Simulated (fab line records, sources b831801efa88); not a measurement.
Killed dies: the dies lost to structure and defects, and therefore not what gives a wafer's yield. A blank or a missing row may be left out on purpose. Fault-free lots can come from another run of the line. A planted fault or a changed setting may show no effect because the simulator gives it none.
The tool behind it: which one? | flow sky130 | 11 lots with 33 wafers sampled at 5 steps, on a route of 708 steps

## WHAT THE GAUGES SHOWED, per wafer
SKY_VIA1_THK_MEAS_23: measures by xrf. Usual: for VIA1_W_THK the level is 275 nm and the standard deviation is 6.1.
lot  | measured     | on            | VIA1_W_THK (nm) | flag
L214 | day 34 11:25 | film_metro-01 | 274 272 272     |
L219 | day 35 20:58 | film_metro-03 | 269 275 270     |
L222 | day 36 23:32 | film_metro-01 | 278 275 279     |
L223 | day 37 06:11 | film_metro-01 | 274 280 280     |
L224 | day 37 10:44 | film_metro-01 | 280 276 273     |
L225 | day 37 17:22 | film_metro-01 | 279 273 279     |
L232 | day 39 19:46 | film_metro-03 | 274 272 273     |
L233 | day 39 23:59 | film_metro-03 | 273 277 276     |
L234 | day 40 15:22 | film_metro-01 | 274 285 288     |
L235 | day 40 21:56 | film_metro-03 | 280 287 276     |
L236 | day 41 06:26 | film_metro-01 | 273 279 272     |

SKY_METAL2_THK_MEAS_06: measures by xrf. Usual: for METAL2_ALCU_THK the level is 245 nm and the standard deviation is 3.6.
lot  | measured     | on            | METAL2_ALCU_THK (nm) | flag
L214 | day 34 12:02 | film_metro-04 | 242 242 243          |
L219 | day 35 21:35 | film_metro-02 | 252 242 253          |
L222 | day 37 00:10 | film_metro-02 | 238 244 241          |
L223 | day 37 06:49 | film_metro-02 | 249 248 245          |
L224 | day 37 11:22 | film_metro-02 | 246 247 250          |
L225 | day 37 17:59 | film_metro-03 | 249 246 245          |
L232 | day 39 20:22 | film_metro-03 | 283 290 283          | OFF
L233 | day 40 00:36 | film_metro-02 | 277 278 271          | OFF
L234 | day 40 15:59 | film_metro-02 | 284 278 280          | OFF
L235 | day 40 22:33 | film_metro-02 | 246 243 243          |
L236 | day 41 07:03 | film_metro-02 | 247 246 249          |

## WHICH TOOL RAN EACH LOT (tool, then ch and the chambers of the sampled wafers, then the start)
lot  | SKY_VIA1_STRIP_16                    | SKY_VIA1_CMP_24               | SKY_METAL2_SPUTTER_04
L214 | plasma_asher-01 ch 0,1, day 34 10:34 | cmp-01 ch 1,2,3, day 34 11:35 | pvd_sputter-03, day 34 11:52
L219 | plasma_asher-04 ch 0, day 35 19:59   | cmp-01 ch 1,2, day 35 21:01   | pvd_sputter-04, day 35 21:24
L222 | plasma_asher-03 ch 0,1, day 36 22:40 | cmp-01 ch 0,1,3, day 36 23:44 | pvd_sputter-04, day 36 23:59
L223 | plasma_asher-04 ch 0,1, day 37 05:17 | cmp-02 ch 1,2,3, day 37 06:19 | pvd_sputter-01, day 37 06:37
L224 | plasma_asher-01 ch 0,1, day 37 09:52 | cmp-02 ch 2,3, day 37 10:47   | pvd_sputter-01, day 37 11:11
L225 | plasma_asher-03 ch 0,1, day 37 16:29 | cmp-02 ch 0,1,3, day 37 17:28 | pvd_sputter-03, day 37 17:49
L232 | plasma_asher-03 ch 0,1, day 39 18:53 | cmp-02 ch 1,2,3, day 39 19:58 | pvd_sputter-03, day 39 20:13
L233 | plasma_asher-03 ch 0,1, day 39 23:07 | cmp-02 ch 1,2, day 40 00:01   | pvd_sputter-04, day 40 00:25
L234 | plasma_asher-03 ch 0, day 40 14:29   | cmp-02 ch 0,2,3, day 40 15:28 | pvd_sputter-01, day 40 15:49
L235 | plasma_asher-03 ch 0,1, day 40 20:34 | cmp-02 ch 1,2,3, day 40 22:04 | pvd_sputter-04, day 40 22:22
L236 | plasma_asher-03 ch 0,1, day 41 05:34 | cmp-01 ch 0,1,3, day 41 06:38 | pvd_sputter-01, day 41 06:53
- SKY_VIA1_STRIP_16: strips in O2/N2.
- SKY_VIA1_CMP_24: polishes, stops on SiO2, t overpolish 15 s, target thk 0 nm.
- SKY_METAL2_SPUTTER_04: material TiN, target thk 70 nm, time 58.3 s.

## WHAT THE TOOLS THEMSELVES READ (means of the sampled wafers that have a number; where no wafer has one, the mark that the record gives instead)
SKY_VIA1_STRIP_16. Usual: drypump_motor_current_A 5.67 A, standard deviation 0.26; o2_flow_sccm 3001 sccm, standard deviation 8.9; oes_product_au 0.415 a.u., standard deviation 0.0047; strip_time_to_endpoint_s 4.45 s, standard deviation 0.033.
lot  | tool            | drypump_motor_current_A (A) | o2_flow_sccm (sccm) | oes_product_au (a.u.) | strip_time_to_endpoint_s (s) | flag
L214 | plasma_asher-01 | 5.43                        | 2997                | 0.417                 | 4.47                         |
L219 | plasma_asher-04 | 6.05                        | 3006                | 0.415                 | 4.48                         |
L222 | plasma_asher-03 | 5.71                        | 3006                | 0.413                 | 4.43                         |
L223 | plasma_asher-04 | 5.83                        | 3000                | 0.418                 | 4.48                         |
L224 | plasma_asher-01 | 5.39                        | 3002                | 0.414                 | 4.48                         |
L225 | plasma_asher-03 | 5.72                        | 3004                | 0.415                 | 4.48                         |
L232 | plasma_asher-03 | 5.70                        | 2999                | 0.418                 | 4.42                         |
L233 | plasma_asher-03 | 5.71                        | 3004                | 0.413                 | 4.46                         |
L234 | plasma_asher-03 | 5.71                        | 2986                | 0.416                 | 4.44                         |
L235 | plasma_asher-03 | 5.72                        | 2996                | 0.410                 | 4.43                         |
L236 | plasma_asher-03 | 5.70                        | 2998                | 0.415                 | 4.45                         |

SKY_VIA1_CMP_24. Usual: motor_current_A 11.6 A, standard deviation 0.94; overpolish_run_s 15.001 s, standard deviation 0.0081; slurry_filter_dp_kPa 13.51 kPa, standard deviation 0.14; slurry_flow_ml_min 150.0, standard deviation 0.46; time_to_endpoint_s 65 s, standard deviation 4.2.
lot  | tool   | motor_current_A (A) | overpolish_run_s (s) | slurry_filter_dp_kPa (kPa) | slurry_flow_ml_min | time_to_endpoint_s (s) | flag
L214 | cmp-01 | 11.7                | 15.000               | 13.48                      | 150.4              | 65                     |
L219 | cmp-01 | 11.0                | 15.003               | 13.37                      | 150.2              | 63                     |
L222 | cmp-01 | 12.5                | 15.001               | 13.56                      | 150.1              | 65                     |
L223 | cmp-02 | 11.3                | 15.000               | 13.45                      | 150.3              | 67                     |
L224 | cmp-02 | 11.0                | 15.001               | 13.51                      | 150.5              | 63                     |
L225 | cmp-02 | 11.9                | 15.004               | 13.47                      | 150.3              | 63                     |
L232 | cmp-02 | 11.7                | 15.004               | 13.40                      | 150.0              | 65                     |
L233 | cmp-02 | 11.7                | 15.002               | 13.53                      | 149.6              | 69                     |
L234 | cmp-02 | 11.4                | 14.997               | 13.60                      | 149.5              | 65                     |
L235 | cmp-02 | 11.3                | 15.007               | 13.58                      | 149.9              | 68                     |
L236 | cmp-01 | 12.6                | 14.997               | 13.38                      | 150.0              | 65                     |

SKY_METAL2_SPUTTER_04. Usual: cathode_dc_power_W 6500.0 W, standard deviation 1.1; chamber_pressure_pa 0.4000 Pa, standard deviation 0.00086; throttle_valve_pct 29.4 %, standard deviation 0.62.
lot  | tool           | cathode_dc_power_W (W) | chamber_pressure_pa (Pa) | throttle_valve_pct (%) | flag
L214 | pvd_sputter-03 | 6499.5                 | 0.4000                   | 29.1                   |
L219 | pvd_sputter-04 | 6500.7                 | 0.3995                   | 29.1                   |
L222 | pvd_sputter-04 | 6499.1                 | 0.4003                   | 29.1                   |
L223 | pvd_sputter-01 | 6500.3                 | 0.3999                   | 28.9                   |
L224 | pvd_sputter-01 | 6499.8                 | 0.3999                   | 29.4                   |
L225 | pvd_sputter-03 | 6500.3                 | 0.4000                   | 28.9                   |
L232 | pvd_sputter-03 | -                      | -                        | -                      | OFF
L233 | pvd_sputter-04 | -                      | -                        | -                      | OFF
L234 | pvd_sputter-01 | -                      | -                        | -                      | OFF
L235 | pvd_sputter-04 | 6500.8                 | 0.4000                   | 29.6                   |
L236 | pvd_sputter-01 | 6500.2                 | 0.3998                   | 29.1                   |

## THE ANSWER, worked out from the rows above alone
Rule: lot off if the mean of its wafers having a number is beyond 3 standard deviations from the usual mean. Also off: a lot with no number at a reading for which 4 or more lots have one. The other lots that the step has rows for count as sound. Order of review: gauges by route order, followed by the tools' own readings, for which a lot's mean as printed above is used. At the first step where some lot is off, the reading lying furthest off is the one used; lots without a number count as furthest.
Off: L232, L233, L234, seen at SKY_METAL2_THK_MEAS_06 (METAL2_ALCU_THK).
If a tool, at a process step before that reading, ran all the lots that are off and no sound lot after the first of them, it fits. The gauges at SKY_METAL2_THK_MEAS_06 aren't tried: what is off there is off at SKY_METAL2_SPUTTER_04 too, on other tools, and a gauge's error can't cause that. Of those tried, none fits.

## WHAT THE SIMULATOR PUT IN
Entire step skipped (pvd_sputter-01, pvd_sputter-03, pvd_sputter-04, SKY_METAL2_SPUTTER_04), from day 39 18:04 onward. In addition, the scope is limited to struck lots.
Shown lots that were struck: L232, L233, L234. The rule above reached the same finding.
